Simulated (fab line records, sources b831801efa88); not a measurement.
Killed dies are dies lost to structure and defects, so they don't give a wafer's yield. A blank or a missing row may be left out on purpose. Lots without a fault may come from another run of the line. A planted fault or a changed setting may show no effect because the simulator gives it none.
Which tool did it? | flow sky130 | 9 lots, 27 wafers sampled, at 5 steps of a route of 708

WHAT THE GAUGES READ, wafer by wafer
SKY_VIA1_OVL_MEAS_13. Usual: VIA1_OVL 2 nm, standard deviation 5.
lot  | measured     | on         | VIA1_OVL (nm) | flag
L161 | day 34 17:13 | overlay-01 | -2 -6 -1      |
L165 | day 36 08:44 | overlay-01 | -2 -2 -2      |
L164 | day 36 09:19 | overlay-01 | -2 -1 0       |
L167 | day 36 11:44 | overlay-01 | -1 1 -8       |
L169 | day 37 10:43 | overlay-02 | -2 -5 -1      |
L173 | day 38 11:38 | overlay-02 | 5 4 -2        |
L175 | day 39 02:52 | overlay-01 | 5 -1 1        |
L176 | day 39 09:02 | overlay-01 | 4 7 4         |
L179 | day 40 06:07 | overlay-02 | 2 6 11        |

SKY_METAL2_THK_MEAS_06: measures by xrf. Usual: METAL2_ALCU_THK 246 nm, standard deviation 3.4.
lot  | measured     | on            | METAL2_ALCU_THK (nm) | flag
L161 | day 34 18:50 | film_metro-04 | 245 246 247          |
L165 | day 36 10:20 | film_metro-02 | 240 238 239          |
L164 | day 36 10:55 | film_metro-03 | 244 248 243          |
L167 | day 36 13:20 | film_metro-04 | 244 246 245          |
L169 | day 37 12:21 | film_metro-02 | 254 250 248          |
L173 | day 38 13:29 | film_metro-04 | 242 244 248          |
L175 | day 39 04:29 | film_metro-02 | 248 250 251          |
L176 | day 39 10:40 | film_metro-03 | 266 240 269          | OFF
L179 | day 40 07:44 | film_metro-04 | 246 245 248          |

WHICH TOOL RAN EACH LOT (tool, then ch and the chambers of the sampled wafers, then the start)
lot  | SKY_METAL1_ETCH_18                | SKY_VIA1_SPUTTER_20          | SKY_METAL2_SPUTTER_04
L161 | rie_metal-03 ch 1, day 33 13:19   | pvd_sputter-04, day 34 17:56 | pvd_sputter-02, day 34 18:39
L165 | rie_metal-04 ch 0,1, day 35 04:32 | pvd_sputter-01, day 36 09:27 | pvd_sputter-03, day 36 10:10
L164 | rie_metal-02 ch 0,1, day 35 05:14 | pvd_sputter-04, day 36 10:02 | pvd_sputter-03, day 36 10:45
L167 | rie_metal-03 ch 0,1, day 35 07:45 | pvd_sputter-02, day 36 12:27 | pvd_sputter-03, day 36 13:10
L169 | rie_metal-04 ch 0,1, day 36 07:15 | pvd_sputter-02, day 37 11:28 | pvd_sputter-04, day 37 12:11
L173 | rie_metal-03 ch 0,1, day 37 08:19 | pvd_sputter-04, day 38 12:28 | pvd_sputter-03, day 38 13:17
L175 | rie_metal-04 ch 0,1, day 37 23:15 | pvd_sputter-02, day 39 03:36 | pvd_sputter-04, day 39 04:19
L176 | rie_metal-03 ch 0,1, day 38 06:05 | pvd_sputter-01, day 39 09:46 | pvd_sputter-03, day 39 10:30
L179 | rie_metal-04 ch 0,1, day 39 03:59 | pvd_sputter-04, day 40 06:50 | pvd_sputter-02, day 40 07:34
- SKY_METAL1_ETCH_18: etches BARC in N2/H2, stops on SiO2, time 45.9 s, target depth 60 nm.
- SKY_VIA1_SPUTTER_20: material TiN, target thk 20 nm, time 80 s.
- SKY_METAL2_SPUTTER_04: material TiN, target thk 70 nm, time 58.3 s.

WHAT THE TOOLS THEMSELVES READ (means of the sampled wafers that have a number; where no wafer has one, the mark that the record gives instead)
SKY_METAL1_ETCH_18. Usual: chamber_pressure_mTorr 30.001 mTorr, standard deviation 0.027; drypump_motor_current_A 5.7 A, standard deviation 0.51; h2_flow_sccm 199.9 sccm, standard deviation 0.6; n2_flow_sccm 100.0 sccm, standard deviation 0.3; oes_product_au 0.855 a.u., standard deviation 0.0047; throttle_valve_pct 13.223 %, standard deviation 0.0086.
lot  | tool         | chamber_pressure_mTorr (mTorr) | drypump_motor_current_A (A) | h2_flow_sccm (sccm) | n2_flow_sccm (sccm) | oes_product_au (a.u.) | throttle_valve_pct (%) | flag
L161 | rie_metal-03 | 30.010                         | 5.8                         | 199.8               | 100.0               | 0.857                 | 13.228                 |
L165 | rie_metal-04 | 30.001                         | 6.1                         | 200.1               | 99.9                | 0.856                 | 13.216                 |
L164 | rie_metal-02 | 30.034                         | 5.5                         | 199.9               | 100.0               | 0.854                 | 13.224                 |
L167 | rie_metal-03 | 29.983                         | 5.6                         | 199.8               | 99.8                | 0.853                 | 13.229                 |
L169 | rie_metal-04 | 29.974                         | 6.3                         | 199.7               | 99.9                | 0.857                 | 13.217                 |
L173 | rie_metal-03 | 30.034                         | 5.5                         | 199.5               | 100.0               | 0.858                 | 13.222                 |
L175 | rie_metal-04 | 29.995                         | 6.2                         | 199.5               | 99.8                | 0.855                 | 13.225                 |
L176 | rie_metal-03 | 30.000                         | 5.2                         | 199.2               | 100.1               | 0.857                 | 13.229                 |
L179 | rie_metal-04 | 29.993                         | 6.2                         | 199.9               | 99.9                | 0.859                 | 13.228                 |

SKY_VIA1_SPUTTER_20. Usual: cathode_dc_power_W 4000.0 W, standard deviation 0.72; throttle_valve_pct 29.7 %, standard deviation 1.2.
lot  | tool           | cathode_dc_power_W (W) | throttle_valve_pct (%) | flag
L161 | pvd_sputter-04 | 4000.5                 | 29.8                   |
L165 | pvd_sputter-01 | 3999.4                 | 30.0                   |
L164 | pvd_sputter-04 | 4000.1                 | 29.7                   |
L167 | pvd_sputter-02 | 4000.1                 | 29.3                   |
L169 | pvd_sputter-02 | 4000.3                 | 29.2                   |
L173 | pvd_sputter-04 | 4000.8                 | 30.1                   |
L175 | pvd_sputter-02 | 3999.6                 | 28.0                   |
L176 | pvd_sputter-01 | 3999.7                 | 30.0                   |
L179 | pvd_sputter-04 | 4000.3                 | 29.7                   |

SKY_METAL2_SPUTTER_04. Usual: cathode_dc_power_W 6500.0 W, standard deviation 1.1; throttle_valve_pct 29.9 %, standard deviation 1.2.
lot  | tool           | cathode_dc_power_W (W) | throttle_valve_pct (%) | flag
L161 | pvd_sputter-02 | 6500.2                 | 30.4                   |
L165 | pvd_sputter-03 | 6500.5                 | 30.0                   |
L164 | pvd_sputter-03 | 6499.7                 | 29.7                   |
L167 | pvd_sputter-03 | 6499.6                 | 29.5                   |
L169 | pvd_sputter-04 | 6499.8                 | 30.3                   |
L173 | pvd_sputter-03 | 6499.7                 | 29.6                   |
L175 | pvd_sputter-04 | 6499.0                 | 30.3                   |
L176 | pvd_sputter-03 | 6499.6                 | 30.0                   |
L179 | pvd_sputter-02 | 6499.5                 | 28.0                   |

THE ANSWER, worked out from the rows above alone
Rule: a lot is off if the mean of its wafers that have a number lies more than 3 standard deviations from the usual mean. A lot without any number at a reading at which 4 lots or more have one is off too. The other lots that the step has rows for count as sound. The gauges are gone through in route order, then the tools' own readings, and for those a lot's mean is taken as printed above. The first step at which some lot is off is used, and at that step the reading that is off furthest; a lot without a number counts as furthest.
Off: L176, at SKY_METAL2_THK_MEAS_06 (METAL2_ALCU_THK).
A tool fits if, at a process step before that reading, it ran every lot that is off, and no sound lot after the first of them. The gauges at SKY_METAL2_THK_MEAS_06 are tried like those tools. Can't be told from this: 4 tools fit, rie_metal-03 at SKY_METAL1_ETCH_18, pvd_sputter-01 at SKY_VIA1_SPUTTER_20, pvd_sputter-03 at SKY_METAL2_SPUTTER_04, film_metro-03 at SKY_METAL2_THK_MEAS_06.

WHAT THE SIMULATOR HAD PUT IN
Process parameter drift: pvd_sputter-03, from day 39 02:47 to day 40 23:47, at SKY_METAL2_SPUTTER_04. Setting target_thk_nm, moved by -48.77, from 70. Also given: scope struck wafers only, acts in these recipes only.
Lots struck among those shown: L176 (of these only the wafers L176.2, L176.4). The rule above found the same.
